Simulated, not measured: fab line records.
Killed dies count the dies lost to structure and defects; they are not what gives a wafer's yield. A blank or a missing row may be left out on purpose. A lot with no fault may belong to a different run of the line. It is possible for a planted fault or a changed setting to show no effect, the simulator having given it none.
Comparing a struck lot with a sound one + flow sky130 + 17 steps out of a route of 708
Sound: these wafers, L911.3, L911.4, L911.6. Struck: wafer L920.2; the same lot's L920.6 was not struck, so it is left out; see the end for the cause.
For every step that has rows: the tool of each side, followed by ch and its chambers, followed by its first start. Under that, the readings that differ: sound wafers + struck wafers + difference of the means + sigmas: that difference in standard deviations of wafers without a fault.
alike: same words and numbers on both sides, and readings whose means sit less than 2 such deviations apart. not compared: any withheld reading, any reading some wafer has no value for, any bound like >300 that may hide the same value, and any number with overlapping values for which the record gives no deviation.
The two part at a step that has a row with sigmas, a row that says differs or no value, or rows on one side only. When numbers do not overlap yet have no deviation, they are printed without sigmas and do not part them. Lack of a reading on every wafer of one side parts them only where that side has two or more wafers.

SKY_VIA3_CMP_02: polishes SiO2.
  sound on cmp-01 ch 0,1,3, day 39 11:38; struck on cmp-01 ch 0, day 41 18:32
  alike: motor-current-A
SKY_VIA3_BOW_MEAS_03:
  sound on film-metro-03, day 39 11:59; struck on film-metro-01, day 41 18:46
  alike: VIA3_BOW
then, 8 steps without rows for these wafers: SKY_VIA3_DEHYDRATE_04 (time 60 s); SKY_VIA3_HMDS_05 (prime time 60 s); SKY_VIA3_COAT_06 (resist thk 60 nm); SKY_VIA3_COAT_07 (resist thk 450 nm); SKY_VIA3_SOFTBAKE_08 (time 90 s); SKY_VIA3_EXPOSE_09 (exposes mask VIM3, target cd 200 nm); SKY_VIA3_PEB_10; SKY_VIA3_DEVELOP_11 (develop time 60 s).
SKY_VIA3_CD_MEAS_12 targets a cd of 200 nm.
  sound on cd-sem-01, day 40 12:07; struck on cd-sem-01, day 42 18:44
  alike: cd-nm
SKY_VIA3_OVL_MEAS_13:
  sound on overlay-02, day 40 12:13; struck on overlay-02, day 42 18:51
  alike: VIA3_OVL
SKY_VIA3_ETCH_14: etches BARC in N2/H2, stops on SiO2, time 45.9 s, target depth 60 nm.
  sound on rie-diel-04 ch 0,1,3, day 40 12:14; struck on rie-diel-04 ch 1, day 42 18:53
| reading                                     | sound             | struck | difference | sigmas |
|---------------------------------------------|-------------------|--------|------------|--------|
| oes-product-au (a.u.)                       | 0.860 0.859 0.853 | 0.772  | -0.085     | -21    |
| model.KrF-thick_of_VIA3_COAT_07.thk-nm (nm) | 393 393.3 394.7   | 407.7  | +14.0      |        |
| model.etch.depth-nm (nm)                    | 60.05 60.08 59.96 | 49.16  | -10.87     |        |
| model.VIA3.cd-nm (nm)                       | 201 202.1 199.3   | 196.8  | -4.0       |        |
  alike: drypump-motor-current-A, h2-flow-sccm, throttle-valve-pct
  not compared: rf-hours-counter-h
SKY_VIA3_ETCH_15: etches SiO2 in C4F8/O2/Ar, stops on TiN, target depth 507 nm, time 78 s.
  sound on rie-diel-04 ch 0,1,3, day 40 12:16; struck on rie-diel-04 ch 1, day 42 18:55
| reading                                     | sound             | struck | difference | sigmas |
|---------------------------------------------|-------------------|--------|------------|--------|
| oes-product-au (a.u.)                       | 0.943 0.941 0.949 | 0.470  | -0.474     | -99    |
| model.KrF-thick_of_VIA3_COAT_07.thk-nm (nm) | 291.3 290.9 291.4 | 304.9  | +13.7      |        |
SKY_VIA3_STRIP_16: strips in O2/N2.
  sound on plasma-asher-03 ch 0,1, day 40 12:22; struck on plasma-asher-02 ch 1, day 42 18:59
| reading                      | sound             | struck | difference                   | sigmas |
|------------------------------|-------------------|--------|------------------------------|--------|
| oes-product-au (a.u.)        | 0.403 0.399 0.397 | 0.414  | +0.014                       | +3     |
| rf-hours-counter-h (h)       | - - -             | 21     | no value on the sound wafers |        |
| strip-time-to-endpoint-s (s) | 4.11 4.13 4.15    | 4.26   | +0.13                        | +4     |
  alike: drypump-motor-current-A
then, 1 step without rows for these wafers: SKY_VIA3_STRIP_17 (strips in post etch residue remover, time 1200 s).
-- the record jumps here: 6 days lie between the struck wafers' starts before and after (it left off in module VIA3 and takes up again in module PAD_OPEN, whose first step shown is number 708 of the route) --
SKY_PAD_OPEN_PROBE_99:
  sound on prober-02, day 46 12:53; struck on prober-02, day 48 12:05
| reading                  | sound          | struck | difference | sigmas |
|--------------------------|----------------|--------|------------|--------|
| defect-limited-yield (%) | 81.5 80.3 82.5 | 20.1   | -61.3      | -34    |
| killed_at_M0_to_M3       | 50 60 41       | 355    | +305       | +46    |
| killed-dies              | 91 97 86       | 393    | +302       | +34    |
| killed-on-rim            | 16 12 15       | 61     | +47        | +11    |
  alike: killed_at_M4_up, killed-at-contacts, killed-at-front-end, killed-at-other, killed-open, killed-short

WHERE THEY PART
At SKY_VIA3_ETCH_14 first; at SKY_PAD_OPEN_PROBE_99 last (within this record only).

WHY: what had been put in by the simulator
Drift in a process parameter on rie-diel-04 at SKY_VIA3_ETCH_14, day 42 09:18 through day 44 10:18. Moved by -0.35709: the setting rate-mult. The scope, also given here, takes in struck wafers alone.
